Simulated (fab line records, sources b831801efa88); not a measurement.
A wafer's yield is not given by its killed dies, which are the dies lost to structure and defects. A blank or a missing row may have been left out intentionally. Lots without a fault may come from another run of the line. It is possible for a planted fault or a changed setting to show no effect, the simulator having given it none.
The tool behind it: which one? ; flow gf180mcu ; 13 lots with 39 wafers sampled at 6 steps, on a route of 602 steps

== WHAT THE GAUGES READ, wafer by wafer ==
GF_HV_LDD_THK_MEAS_57.
lot;measured;on;HV_LDD_CVD_56_THK (nm)
L209;day 12 14:44;film-metro-01;90.4 91.3 90.9
L211;day 13 03:26;film-metro-03;89.3 89.9 88.7
L213;day 13 21:56;film-metro-03;91.3 91.0 91.8
L216;day 14 17:59;film-metro-04;89.3 89.8 90.6
L219;day 15 20:16;film-metro-04;86.4 86.3 86.6
L220;day 16 03:16;film-metro-03;87.2 86.7 86.6
L225;day 17 20:45;film-metro-03;90.5 90.1 90.6
L226;day 18 04:50;film-metro-03;90.1 90.7 90.0
L227;day 18 14:08;film-metro-01;90.0 90.5 91.8
L229;day 19 13:54;film-metro-04;90.7 91.2 90.6
L230;day 19 20:14;film-metro-04;89.3 89.4 88.4
L231;day 20 06:26;film-metro-03;89.5 89.4 89.5
L232;day 20 06:29;film-metro-01;90.1 90.6 90.9

GF_PSD_CD_MEAS_07 targets a cd of 400 nm.
lot;measured;on;cd-nm (nm)
L209;day 14 07:01;cd-sem-01;399.6 401.1 399.4
L211;day 14 19:35;cd-sem-01;397.8 398.5 398.9
L213;day 15 15:47;cd-sem-02;399.6 398.8 396.9
L216;day 16 13:13;cd-sem-01;396.5 397.0 396.9
L219;day 17 16:59;cd-sem-02;399.8 399.4 400.6
L220;day 18 00:26;cd-sem-01;399.5 400.1 398.2
L225;day 19 20:50;cd-sem-02;398.2 399.2 399.9
L226;day 20 05:25;cd-sem-01;400.1 400.3 401.7
L227;day 20 14:04;cd-sem-02;399.1 400.0 400.4
L229;day 21 14:01;cd-sem-02;402.1 402.2 401.5
L230;day 21 19:57;cd-sem-02;400.7 401.4 402.8
L231;day 22 06:19;cd-sem-02;401.6 401.3 400.4
L232;day 22 06:38;cd-sem-01;400.1 397.1 400.5

GF_M2_THK_MEAS_06: measures by xrf.
lot;measured;on;M2_ALCU_THK (nm)
L209;day 18 05:28;film-metro-01;462 461 461
L211;day 18 19:31;film-metro-02;451 457 452
L213;day 19 18:34;film-metro-02;465 465 467
L216;day 20 18:17;film-metro-03;450 454 441
L219;day 22 01:01;film-metro-03;463 467 455
L220;day 22 06:37;film-metro-02;463 473 465
L225;day 24 00:59;film-metro-01;461 454 461
L226;day 24 10:01;film-metro-02;475 466 461
L227;day 24 16:21;film-metro-01;458 464 467
L229;day 25 14:34;film-metro-03;459 461 458
L230;day 25 20:34;film-metro-02;463 469 451
L231;day 26 05:38;film-metro-03;458 455 464
L232;day 26 06:20;film-metro-03;451 453 464

== WHICH TOOL RAN EACH LOT (tool, then ch and the chambers of the sampled wafers, then the start) ==
lot;GF_HV_LDD_CVD_56;GF_HV_LDD_ETCHBACK_58;GF_V1_SPUTTER_22
L209;lpcvd-02 ch 0, day 12 13:19;rie-diel-01 ch 0,2,3, day 12 14:48;pvd-sputter-02, day 18 04:30
L211;lpcvd-01 ch 1, day 13 02:01;rie-diel-02 ch 0,2, day 13 03:30;pvd-sputter-04, day 18 18:33
L213;lpcvd-01 ch 0, day 13 20:31;rie-diel-02 ch 1,2,3, day 13 22:00;pvd-sputter-01, day 19 17:36
L216;lpcvd-02 ch 0, day 14 16:33;rie-diel-01 ch 0,1,2, day 14 18:02;pvd-sputter-02, day 20 17:19
L219;lpcvd-01 ch 1, day 15 18:49;rie-diel-02 ch 0,2,3, day 15 20:19;pvd-sputter-04, day 21 23:55
L220;lpcvd-01 ch 1, day 16 01:49;rie-diel-01 ch 1,2,3, day 16 03:19;pvd-sputter-02, day 22 05:38
L225;lpcvd-02 ch 1, day 17 19:19;rie-diel-01 ch 0,3, day 17 20:48;pvd-sputter-04, day 24 00:01
L226;lpcvd-02 ch 1, day 18 03:25;rie-diel-02 ch 1,2,3, day 18 04:53;pvd-sputter-02, day 24 08:44
L227;lpcvd-02 ch 0, day 18 11:59;rie-diel-01 ch 0,1,2, day 18 14:11;pvd-sputter-02, day 24 15:16
L229;lpcvd-02 ch 0, day 19 12:28;rie-diel-02 ch 2,3, day 19 13:58;pvd-sputter-02, day 25 13:36
L230;lpcvd-01 ch 1, day 19 18:48;rie-diel-04 ch 0,2,3, day 19 20:17;pvd-sputter-02, day 25 19:35
L231;lpcvd-01 ch 0, day 20 05:00;rie-diel-04 ch 1,2,3, day 20 06:29;pvd-sputter-04, day 26 04:40
L232;lpcvd-02 ch 0, day 20 05:04;rie-diel-01 ch 0,3, day 20 06:33;pvd-sputter-04, day 26 05:22
- GF_HV_LDD_CVD_56: deposits Si3N4 from DCS/NH3, target thk 90 nm, time 1543 s.
- GF_HV_LDD_ETCHBACK_58: etches Si3N4 in CH3F/O2, stops on SiO2, time 100 s, target depth 90 nm.
- GF_V1_SPUTTER_22: material TiN, target thk 10 nm, time 40 s.

== AS READ BY THE TOOLS THEMSELVES (means over the sampled wafers that have a number; for cases with no such wafer, the mark the record gives instead) ==
GF_HV_LDD_ETCHBACK_58.
lot;tool;chamber-pressure-mTorr (mTorr);drypump-motor-current-A (A);oes-product-au (a.u.);throttle-valve-pct (%)
L209;rie-diel-01;24.989;6.2;0.853;10.563
L211;rie-diel-02;25.002;6.0;0.840;10.567
L213;rie-diel-02;24.981;5.4;0.850;10.567
L216;rie-diel-01;24.996;6.2;0.841;10.568
L219;rie-diel-02;25.007;5.9;0.820;10.552
L220;rie-diel-01;25.022;6.1;0.827;10.548
L225;rie-diel-01;24.995;6.5;0.840;10.559
L226;rie-diel-02;25.030;5.4;0.847;10.560
L227;rie-diel-01;24.985;6.2;0.846;10.553
L229;rie-diel-02;24.983;5.8;0.849;10.562
L230;rie-diel-04;24.990;6.3;0.840;10.561
L231;rie-diel-04;25.003;6.2;0.840;10.561
L232;rie-diel-01;24.986;6.5;0.845;10.561

GF_V1_SPUTTER_22.
lot;tool;throttle-valve-pct (%)
L209;pvd-sputter-02;30.5
L211;pvd-sputter-04;30.6
L213;pvd-sputter-01;30.1
L216;pvd-sputter-02;29.5
L219;pvd-sputter-04;30.0
L220;pvd-sputter-02;29.9
L225;pvd-sputter-04;30.5
L226;pvd-sputter-02;30.4
L227;pvd-sputter-02;30.0
L229;pvd-sputter-02;31.4
L230;pvd-sputter-02;29.4
L231;pvd-sputter-04;30.0
L232;pvd-sputter-04;30.5

== THE ANSWER, worked out from the rows above alone ==
Rule: what is usual is taken from the lots themselves. The widest of any qualifying gaps counts: lots, ordered by their means at a reading, are off when they make up no more than a third of the lots, leave a main group of 4 or more, and stand apart from it by 3 or more times the standard deviation of that group's means. Not used: any main group whose means are identical at the precision the tables above print for the reading. Also off: a lot with no number at a reading for which 4 or more lots have one. The other lots that the step has rows for count as sound. After the gauges, taken in route order, come the tools' own readings; for these a lot's mean is taken, as printed above. The first step at which some lot is off is used, and at that step the reading that is off furthest; a lot without a number counts as furthest.
Off: at GF_HV_LDD_THK_MEAS_57 (HV_LDD_CVD_56_THK), L219, L220. Mean 90.2 nm and standard deviation 0.7 in the main group.
A tool fits if, at a process step before that reading, it ran every lot that is off, and no sound lot after the first of them. The gauges at GF_HV_LDD_THK_MEAS_57 are tried like those tools. No candidate that was tried fits.

== WHAT HAD BEEN PUT IN BY THE SIMULATOR ==
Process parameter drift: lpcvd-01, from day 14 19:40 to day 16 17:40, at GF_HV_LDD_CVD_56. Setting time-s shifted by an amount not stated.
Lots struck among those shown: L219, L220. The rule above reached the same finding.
